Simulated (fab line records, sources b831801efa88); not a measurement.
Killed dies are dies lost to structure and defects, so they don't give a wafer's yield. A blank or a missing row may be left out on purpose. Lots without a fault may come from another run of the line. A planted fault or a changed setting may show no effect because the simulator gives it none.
Problem report in the 8D (eight disciplines) form, filled by code | flow sky130 | the parts of the form that need people (team, actions taken, sign-off) are left out

1. THE PROBLEM
CONTACT_W_RS at SKY_CONTACT_RS_MEAS_25 reads a mean of 0.588 ohm/sq on 3 wafers of 2 lots; wafers without a fault read 0.339 ohm/sq with a standard deviation of 0.0039. That is +64 standard deviations from the usual mean.
The step: measures by four-point-probe.
First seen on wafer L890.1, day 36 03:10, on film_metro-04. The record holds 33 wafers of 11 lots with a number at this step. Rule for "out", or "out of limits": more than 4 standard deviations from the usual mean. The other wafers with a number count as sound.

2. WHAT IT IS AND WHAT IT IS NOT
question                    | is                           | is not
which readings at this step | CONTACT_W_RS                 | -
which lots                  | L890, L893                   | L878, L880, L881, L884, L886, L889, L892, L897, L898
which wafers of those lots  | L890.1, L893.1, L893.5       | L890.2, L890.4, L893.4
read on which gauges        | film_metro-02, film_metro-04 | -
when                        | from day 36 03:10            | up to then (20 sound wafers); but 10 sound wafers of L892, L893, L897, L898 came after

3. SUSPECTS, AND WHAT RULES EACH OUT
Counting: a tool at a process step up to the reading stays a suspect if it ran every lot that is out. Sound lots after the first of them don't rule it out here, since some wafers of a struck lot are sound.
- the gauge at SKY_CONTACT_RS_MEAS_25: ruled out. The wafers that are out were read on 2 gauges (film_metro-02, film_metro-04).
- cvd_w-02 at SKY_CONTACT_CVD_24 (deposits W, target thk 340 nm, time 102.12 s): kept. It ran every lot that is out, first L890 (day 36 03:04); its last sound lot up to then is L886 (day 34 21:25).
- Within cvd_w-02 at SKY_CONTACT_CVD_24: the wafers that are out ran in chamber 1; their sound lot-mates ran in chamber 0.
Left after counting: cvd_w-02 at SKY_CONTACT_CVD_24.

4. THE CAUSE (what the simulator had put in)
Process parameter drift: cvd_w-02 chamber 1, from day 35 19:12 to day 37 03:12, at SKY_CONTACT_CVD_24. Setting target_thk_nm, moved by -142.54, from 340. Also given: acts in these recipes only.
Counting left only this tool.

5. THE CHAIN OF EFFECTS, in route order
Each row: a reading whose mean over the struck wafers that have a number lies more than 3 standard deviations from the usual. Only readings for which the record gives a usual standard deviation are gone through. hours: the time from each lot's start at the first step in this table that gives one to its start at this step, as a median over the lots. sigmas: the change in usual standard deviations.
hours | step                    | reading            | usual        | on struck wafers | change | sigmas
0     | SKY_CONTACT_RS_MEAS_25  | CONTACT_W_RS       | 0.339 ohm/sq | 0.588            | +0.249 | +64
0     | SKY_CONTACT_THK_MEAS_26 | CONTACT_W_THK      | 329 nm       | 193              | -136   | -34
0     | SKY_CONTACT_CMP_27      | time_to_endpoint_s | 83 s         | 50               | -33    | -8.1
The process steps in it:
- SKY_CONTACT_CMP_27: polishes, stops on SiO2, t overpolish 15 s, target thk 0 nm.

6. WHAT WOULD HAVE CAUGHT IT SOONER
In this record the first reading out of limits at a measuring or inspecting step was taken at day 36 03:10, 8 hours after the fault began at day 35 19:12.
Of the tool readings at SKY_CONTACT_CVD_24 for which the record gives a usual standard deviation, none was out on any struck wafer, so an alarm limit of 4 standard deviations on them would not have fired.
Of the lots that are out (2), L893 began SKY_CONTACT_CVD_24 on cvd_w-02 after day 36 03:10. A hold on the tool at that time would have spared it.
